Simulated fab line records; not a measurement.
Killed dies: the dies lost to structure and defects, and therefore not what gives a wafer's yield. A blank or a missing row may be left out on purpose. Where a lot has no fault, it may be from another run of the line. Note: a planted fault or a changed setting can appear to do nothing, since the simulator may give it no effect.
Chamber matching	flow sky130	SKY_VIA3_ETCH_14 on rieDiel-04 has 4 sister chambers
The step etches BARC in N2/H2, stops on SiO2, time 45.9 s, target depth 60 nm. 4 wafers are shown with their chamber, then 10 later ones without.

## WAFERS, EACH WITH ITS CHAMBER
wafer	chamber	drypumpMotorCurrentA (A)
L091.4	1	5.2
L091.5	2	5.7
L092.1	3	5.3
L092.4	0	5.0

## WAFERS WHOSE CHAMBER IS MISSING
wafer	drypumpMotorCurrentA (A)
L092.6	5.3
L093.2	5.0
L093.3	5.2
L093.5	5.2
L094.1	5.4
L094.2	5.2
L094.5	5.0
L095.1	5.6
L095.2	5.4
L095.5	5.0

## CHAMBER TAKEN BY EACH
wafer	from the rows above	in truth
L092.6	can't be placed: 3 or 1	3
L093.2	0	0
L093.3	can't be placed: 1 or 3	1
L093.5	can't be placed: 1 or 3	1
L094.1	can't be placed: 3 or 1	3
L094.2	can't be placed: 1 or 3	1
L094.5	0	0
L095.1	2	2
L095.2	can't be placed: 3 or 1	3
L095.5	0	0
4 of 10 placed correctly. Unplaceable from these rows: 6, with the true chamber sitting among the candidates in 6. 0 placed wrongly.
How it was worked out, from the rows above alone: a wafer's distance from a chamber is the root of the sum, over the readings, of the square of ((its reading less the chamber's mean) divided by the reading's scatter). If the next closest chamber is less than 2 further off than the closest, the wafer can't be placed; otherwise it belongs to the closest. For every chamber, the mean is computed from those of its wafers that are shown. The scatter: root of mean squared gap, hidden wafer to nearest shown wafer, with one shown wafer a chamber.
